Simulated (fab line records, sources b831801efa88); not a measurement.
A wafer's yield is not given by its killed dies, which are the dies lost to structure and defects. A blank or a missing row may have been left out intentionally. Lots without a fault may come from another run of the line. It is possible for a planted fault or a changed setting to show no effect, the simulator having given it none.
What tool caused it? -- flow gf180mcu -- 24 lots, 72 wafers sampled, at 3 steps of a route of 602

WHAT THE GAUGES SHOWED, per wafer
GF_V2_THK_MEAS_25: measures by xrf. Usual: V2_W_THK typically reads 352 nm, with standard deviation 5.1.
lot,measured,on,V2_W_THK (nm),flag
L074,day 20 04:11,film-metro-01,348 351 351,
L075,day 20 14:50,film-metro-02,353 355 358,
L076,day 21 00:36,film-metro-02,349 344 349,
L077,day 21 04:29,film-metro-02,347 353 350,
L078,day 21 22:08,film-metro-02,345 343 349,
L079,day 22 03:28,film-metro-04,349 355 355,
L080,day 22 15:10,film-metro-04,340 341 345,
L081,day 23 08:35,film-metro-01,355 353 353,
L082,day 23 11:24,film-metro-01,351 343 351,
L083,day 23 20:23,film-metro-01,350 353 352,
L084,day 24 05:41,film-metro-02,358 364 359,
L085,day 24 11:35,film-metro-01,362 360 360,
L086,day 24 18:17,film-metro-02,356 352 355,
L087,day 24 23:23,film-metro-04,352 349 351,
L088,day 25 10:43,film-metro-02,358 357 354,
L089,day 25 14:37,film-metro-02,363 366 353,
L090,day 25 21:47,film-metro-02,355 351 353,
L091,day 26 05:00,film-metro-04,347 342 346,
L092,day 26 09:34,film-metro-02,350 345 353,
L093,day 26 20:52,film-metro-02,358 351 354,
L094,day 27 06:07,film-metro-02,357 349 353,
L095,day 27 11:56,film-metro-01,348 348 350,
L096,day 27 16:10,film-metro-04,354 352 352,
L097,day 27 21:52,film-metro-01,356 346 358,

EACH LOT AND THE TOOL THAT RAN IT (in order: tool; ch and the chambers of the sampled wafers; start)
lot,GF_M2_STRIP_17,GF_V2_CVD_23
L074,"plasma-asher-04 ch 0,1, day 19 01:31","cvd-w-02 ch 0,1, day 20 03:57"
L075,"plasma-asher-01 ch 0,1, day 19 12:34","cvd-w-01 ch 0,1, day 20 14:36"
L076,"plasma-asher-04 ch 0,1, day 19 21:49","cvd-w-02 ch 0,1, day 21 00:22"
L077,"plasma-asher-01 ch 0,1, day 20 02:22","cvd-w-01 ch 0,1, day 21 04:15"
L078,"plasma-asher-02 ch 1, day 20 19:49","cvd-w-02 ch 1, day 21 21:55"
L079,"plasma-asher-01 ch 0,1, day 21 01:20","cvd-w-01 ch 0,1, day 22 03:14"
L080,"plasma-asher-02 ch 0,1, day 21 13:25","cvd-w-02 ch 0,1, day 22 14:55"
L081,"plasma-asher-04 ch 0,1, day 22 07:19","cvd-w-02 ch 0,1, day 23 08:20"
L082,"plasma-asher-01 ch 0,1, day 22 09:22","cvd-w-02 ch 0,1, day 23 11:11"
L083,"plasma-asher-01 ch 0,1, day 22 19:25","cvd-w-02 ch 0,1, day 23 20:08"
L084,"plasma-asher-02 ch 0, day 23 05:16","cvd-w-01 ch 0,1, day 24 05:27"
L085,"plasma-asher-04 ch 0,1, day 23 11:25","cvd-w-01 ch 0,1, day 24 11:23"
L086,"plasma-asher-01 ch 0,1, day 23 17:58","cvd-w-02 ch 0,1, day 24 18:03"
L087,"plasma-asher-02 ch 0,1, day 23 23:10","cvd-w-02 ch 0,1, day 24 23:09"
L088,"plasma-asher-01 ch 0,1, day 24 11:04","cvd-w-01 ch 0,1, day 25 10:28"
L089,"plasma-asher-02 ch 0, day 24 15:00","cvd-w-01 ch 0,1, day 25 14:23"
L090,"plasma-asher-02 ch 0,1, day 24 22:08","cvd-w-02 ch 0,1, day 25 21:35"
L091,"plasma-asher-04 ch 1, day 25 05:07","cvd-w-02 ch 0,1, day 26 04:46"
L092,"plasma-asher-04 ch 0,1, day 25 10:56","cvd-w-02 ch 0,1, day 26 09:20"
L093,"plasma-asher-01 ch 0,1, day 25 22:38","cvd-w-01 ch 0,1, day 26 20:38"
L094,"plasma-asher-04 ch 0,1, day 26 07:16","cvd-w-01 ch 0,1, day 27 05:53"
L095,"plasma-asher-04 ch 0, day 26 13:19","cvd-w-02 ch 0,1, day 27 11:41"
L096,"plasma-asher-01 ch 0,1, day 26 17:11","cvd-w-02 ch 0,1, day 27 15:56"
L097,"plasma-asher-02 ch 0, day 26 22:49","cvd-w-02 ch 0,1, day 27 21:38"
- GF_M2_STRIP_17: strips in O2/N2.
- GF_V2_CVD_23: deposits W, target thk 350 nm, time 104.94 s.

WHAT THE TOOLS THEMSELVES READ (means of the sampled wafers that have a number; where no wafer has one, the mark that the record gives instead)
GF_M2_STRIP_17. Usual: drypump-motor-current-A 5.7 A, standard deviation 0.66; heater-power-w 355 W, standard deviation 39; oes-product-au 0.537 a.u., standard deviation 0.0045; strip-time-to-endpoint-s 7.39 s, standard deviation 0.045.
lot,tool,drypump-motor-current-A (A),heater-power-w (W),oes-product-au (a.u.),strip-time-to-endpoint-s (s),flag
L074,plasma-asher-04,5.5,336,0.536,7.40,
L075,plasma-asher-01,5.3,340,0.538,7.38,
L076,plasma-asher-04,5.8,366,0.537,7.33,
L077,plasma-asher-01,5.3,336,0.538,7.36,
L078,plasma-asher-02,6.1,341,0.538,7.38,
L079,plasma-asher-01,5.9,367,0.540,7.42,
L080,plasma-asher-02,5.8,368,0.537,7.38,
L081,plasma-asher-04,5.8,364,0.537,7.47,
L082,plasma-asher-01,5.3,341,0.538,7.38,
L083,plasma-asher-01,5.9,364,0.534,7.35,
L084,plasma-asher-02,5.6,378,0.538,7.40,
L085,plasma-asher-04,5.6,333,0.532,7.33,
L086,plasma-asher-01,5.3,339,0.540,7.42,
L087,plasma-asher-02,5.9,352,0.536,7.37,
L088,plasma-asher-01,5.3,335,0.539,7.38,
L089,plasma-asher-02,5.6,377,0.542,7.37,
L090,plasma-asher-02,6.0,358,0.539,7.40,
L091,plasma-asher-04,6.0,390,0.538,7.39,
L092,plasma-asher-04,5.8,363,0.541,7.46,
L093,plasma-asher-01,5.3,333,0.535,7.37,
L094,plasma-asher-04,5.8,368,0.538,7.43,
L095,plasma-asher-04,5.3,306,0.540,7.39,
L096,plasma-asher-01,5.3,342,0.538,7.35,
L097,plasma-asher-02,5.6,385,0.541,7.38,

GF_V2_CVD_23. Usual: heater-power-outer-w 547 W, standard deviation 64; heater-power-w 883 W, standard deviation 99.
lot,tool,heater-power-outer-w (W),heater-power-w (W),flag
L074,cvd-w-02,585,954,
L075,cvd-w-01,513,817,
L076,cvd-w-02,535,886,
L077,cvd-w-01,522,813,
L078,cvd-w-02,484,819,
L079,cvd-w-01,524,821,
L080,cvd-w-02,540,892,
L081,cvd-w-02,536,876,
L082,cvd-w-02,590,955,
L083,cvd-w-02,589,964,
L084,cvd-w-01,518,804,
L085,cvd-w-01,536,835,
L086,cvd-w-02,579,959,
L087,cvd-w-02,534,884,
L088,cvd-w-01,517,814,
L089,cvd-w-01,530,819,
L090,cvd-w-02,586,970,
L091,cvd-w-02,585,962,
L092,cvd-w-02,591,954,
L093,cvd-w-01,524,820,
L094,cvd-w-01,525,805,
L095,cvd-w-02,588,970,
L096,cvd-w-02,538,893,
L097,cvd-w-02,582,962,

THE ANSWER, worked out from the rows above alone
Rule: a lot counts as off when the mean over its wafers that have a number is more than 3 standard deviations away from the usual mean. A lot without any number at a reading at which 4 lots or more have one is off too. Any other lot the step has rows for is counted as sound. Order of review: gauges by route order, followed by the tools' own readings, for which a lot's mean as printed above is used. The first step at which some lot is off is used, and at that step the reading that is off furthest; a lot without a number counts as furthest.
Across all readings shown, no lot is off: no conclusion can be drawn from this.

WHAT THE SIMULATOR HAD INSERTED
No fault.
